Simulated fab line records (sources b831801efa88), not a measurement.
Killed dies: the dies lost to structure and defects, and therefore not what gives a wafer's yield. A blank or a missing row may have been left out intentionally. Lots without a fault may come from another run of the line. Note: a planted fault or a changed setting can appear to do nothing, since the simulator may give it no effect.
Chamber matching	flow gf180mcu	GF_V1_ETCH_16 on rie diel-04 has 4 sister chambers
The step etches BARC in N2/H2. 18 wafers are shown with their chamber, then 9 later ones without.

== WAFERS PAIRED WITH THEIR CHAMBERS ==
wafer	chamber	drypump motor current A (A)	chamber pressure mTorr (mTorr)	oes product au (a.u.)
L075.3	2	5.2	29.957	0.855
L075.4	3	5.2	30.001	0.851
L075.5	3	5.1	30.036	0.853
L076.1	1	6.3	30.023	0.847
L076.5	3	5.1	29.948	0.858
L076.6	0	5.1	30.001	0.851
L079.1	1	6.3	30.011	0.854
L079.4	0	5.1	29.996	0.860
L079.5	0	5.1	30.025	0.857
L081.1	0	5.1	30.026	0.858
L081.4	3	5.2	30.013	0.861
L081.6	1	6.3	30.014	0.855
L083.1	2	5.2	29.976	0.859
L083.2	1	6.3	29.972	0.861
L083.5	0	5.1	29.989	0.852
L087.1	1	6.3	30.014	0.853
L087.3	3	5.1	30.037	0.853
L087.4	0	5.1	29.970	0.861

SIGNATURES, as means of the wafers listed above
reading	chamber 0	chamber 1	chamber 2	chamber 3	scatter within a chamber
drypump motor current A	5.100	6.300	5.200	5.140	0.0293
chamber pressure mTorr	30.00117	30.00680	29.96650	30.00700	0.0259
oes product au	0.85650	0.85400	0.85700	0.85520	0.00433
Rule: for a wafer and a chamber, the distance is found by dividing, reading by reading, the gap between the wafer's reading and the chamber's mean by the reading's scatter, squaring, summing and taking the root. If the next closest chamber is less than 2 further off than the closest, the wafer can't be placed; otherwise it belongs to the closest. The scatter: the root of (the sum of the squares of (reading less its chamber's mean) over the shown wafers, divided by (wafers less chambers)).

== WAFERS WHOSE CHAMBER IS MISSING ==
wafer	drypump motor current A (A)	chamber pressure mTorr (mTorr)	oes product au (a.u.)
L088.1	5.1	29.979	0.853
L088.2	6.3	30.049	0.857
L088.3	5.1	30.004	0.856
L093.3	6.3	30.055	0.856
L093.4	5.2	30.050	0.853
L093.6	6.3	29.992	0.853
L094.3	5.2	30.039	0.849
L094.4	6.3	29.993	0.860
L094.6	5.1	30.003	0.861

== THE CHAMBER EACH PASSED THROUGH ==
wafer	from the rows above	in truth
L088.1	can't be placed: 0 or 3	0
L088.2	1	1
L088.3	can't be placed: 0 or 3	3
L093.3	1	1
L093.4	can't be placed: 3 or 2 or 0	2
L093.6	1	1
L094.3	can't be placed: 3 or 2 or 0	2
L094.4	1	1
L094.6	can't be placed: 0 or 3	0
Correctly placed: 4 of 9. Cannot be placed on the basis of these rows: 5; the candidates contain the true chamber in 5. Placed wrongly: 0.
